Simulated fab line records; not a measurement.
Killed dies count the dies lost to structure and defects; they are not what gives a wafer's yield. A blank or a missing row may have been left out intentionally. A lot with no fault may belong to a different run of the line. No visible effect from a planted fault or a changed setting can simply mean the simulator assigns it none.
Which tool did it?    flow gf180mcu    11 lots with 32 wafers sampled at 2 steps, on a route of 602 steps

## WHAT EACH GAUGE READ, for each wafer
GF_V1_THK_MEAS_01.
lot   measured      on             V1_CVD_00_THK (nm)
L803  day 17 04:17  film_metro-02  598 594 596
L807  day 18 21:10  film_metro-03  607 605 596
L808  day 18 21:28  film_metro-02  601 599 594
L809  day 19 10:01  film_metro-03  595 586 591
L816  day 21 22:12  film_metro-03  600 599
L818  day 23 05:57  film_metro-02  610 607 596
L819  day 23 07:50  film_metro-01  603 600 597
L820  day 23 22:18  film_metro-01  597 602 601
L821  day 23 23:40  film_metro-01  609 595 601
L823  day 24 16:09  film_metro-02  599 602 595
L826  day 25 14:37  film_metro-03  607 597 604

## WHAT TOOL EACH LOT RAN ON (gives the tool, then ch and the chambers of the sampled wafers, and finally the start)
lot   GF_M1_STRIP_17
L803  plasma_asher-03 ch 1, day 17 03:39
L807  plasma_asher-02 ch 0,1, day 18 20:34
L808  plasma_asher-02 ch 0,1, day 18 20:51
L809  plasma_asher-04 ch 0,1, day 19 09:25
L816  plasma_asher-03 ch 0,1, day 21 21:34
L818  plasma_asher-03 ch 0,1, day 23 05:20
L819  plasma_asher-02 ch 0,1, day 23 07:14
L820  plasma_asher-03 ch 0,1, day 23 21:39
L821  plasma_asher-02 ch 0,1, day 23 23:00
L823  plasma_asher-03 ch 0,1, day 24 15:32
L826  plasma_asher-02 ch 0,1, day 25 14:00
- GF_M1_STRIP_17: strips in O2/N2.

## THE ANSWER, worked out from the rows above alone
Rule: usual is defined by the lots themselves. Put in order of their means at a reading, lots are off if they are a third of the lots or fewer, leave a main group of 4 or more, and stand apart from it by a gap of 3 or more times the standard deviation of the main group's means; of several such gaps the widest counts. Not used: any main group whose means are identical at the precision the tables above print for the reading. A lot without any number at a reading at which 4 lots or more have one is off too. All remaining lots with rows at the step are treated as sound.
Nothing can be told from this: no lot is off at any reading shown.

## WHAT HAD BEEN PUT IN BY THE SIMULATOR
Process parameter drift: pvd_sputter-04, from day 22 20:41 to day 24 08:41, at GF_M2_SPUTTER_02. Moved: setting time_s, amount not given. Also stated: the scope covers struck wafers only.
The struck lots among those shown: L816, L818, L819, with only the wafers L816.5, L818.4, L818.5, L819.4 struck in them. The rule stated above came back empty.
